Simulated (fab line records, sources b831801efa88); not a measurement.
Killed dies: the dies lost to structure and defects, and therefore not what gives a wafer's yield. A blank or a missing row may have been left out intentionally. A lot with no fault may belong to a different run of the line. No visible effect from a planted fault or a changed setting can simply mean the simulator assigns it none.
One fault through the eyes of 2 desks -- flow gf180mcu -- every desk sees just its own numbers, and what lay behind them comes last

== THE TOOL OWNER'S DESK: implanter-03 ==
The tool's own readings at GF_NSD_IMPLANT_09, given as means over the sampled wafers that have a number, one for each lot that went through this tool. The brackets show how far a lot's mean lies from the usual mean; more than 4 standard deviations puts the lot out of limits, marked OUT.
Columns: A = beam energy keV at GF_NSD_IMPLANT_09, usual 59.999
lot,first seen here,A
L763,day 17 04:40,59.965
L766,day 18 20:08,60.003
L768,day 18 22:20,60.032
L773,day 20 11:56,65.605 (+99 or more) OUT
L774,day 20 18:11,65.562 (+99 or more) OUT
This desk's verdict: out of limits on L773, L774, starting with L773 at day 20 11:56 (beam energy keV at GF_NSD_IMPLANT_09). L763, L766, L768 stayed within limits.

== THE METROLOGY DESK ==
Means of the sampled wafers that have a number, per lot and without regard to the tool the lot ran on: this is what the gauges read. The brackets show how far a lot's mean lies from the usual mean; more than 4 standard deviations puts the lot out of limits, marked OUT.
Columns: A = HV_LDD_TW at GF_HV_LDD_TW_MEAS_11, usual 2412; B = HV_LDD_03_OVL at GF_HV_LDD_OVL_MEAS_47, usual -1.4 nm; C = NSD_TW at GF_NSD_TW_MEAS_12, usual 4216; D = cd nm at GF_PSD_CD_MEAS_07, usual 400.0 nm; E = NSD_RS at GF_PSD_RS_MEAS_14, usual 46.18 ohm/sq
lot,first seen here,A,B,C,D,E
L753,day 10 02:46,2404,-2.8,4209,398.4,46.36
L755,day 10 16:24,2410,1.0,4228,399.7,46.10
L756,day 10 21:35,2405,-0.2,4249,397.4,46.24
L757,day 11 08:28,2440,-3.8,4193,399.3,46.17
L761,day 12 08:37,2429,-0.1,4227,399.8,46.21
L762,day 13 01:32,2438,-1.3,4179,401.8,46.10
L763,day 13 10:14,2435,-1.8,4170,401.5,46.16
L765,day 14 06:25,2429,-1.7,4283,397.8,46.08
L766,day 14 22:14,2429,-2.1,4273,397.8,46.08
L768,day 14 22:25,2421,-1.1,4221,399.2,46.06
L773,day 16 04:32,2365,-0.5,4313,398.5,44.73 (-15) OUT
L774,day 16 14:16,2407,-1.4,4309,401.6,44.49 (-18) OUT
This desk's result: L773, L774 out of limits, first on L773 (NSD_RS at GF_PSD_RS_MEAS_14), day 21 12:54. L753, L755, L756, L757, L761, L762, L763, L765, L766, L768 stayed within limits.

== ALL TOGETHER ==
At day 20 11:56, on L773, L774, the tool owner's desk was in a position to raise an alarm.
Metrology desk: alarm possible at day 21 12:54 on L773, L774.
On implanter-03, each named lot ran GF_NSD_IMPLANT_09.

== WHAT THE SIMULATOR HAD PUT IN ==
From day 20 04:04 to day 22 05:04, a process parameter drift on implanter-03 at GF_NSD_IMPLANT_09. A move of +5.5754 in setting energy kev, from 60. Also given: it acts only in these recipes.
Shown lots that were struck: L773, L774.
Time in hours from fault onset to the first out-of-limits reading at each desk: tool owner's desk 8, metrology desk 33.
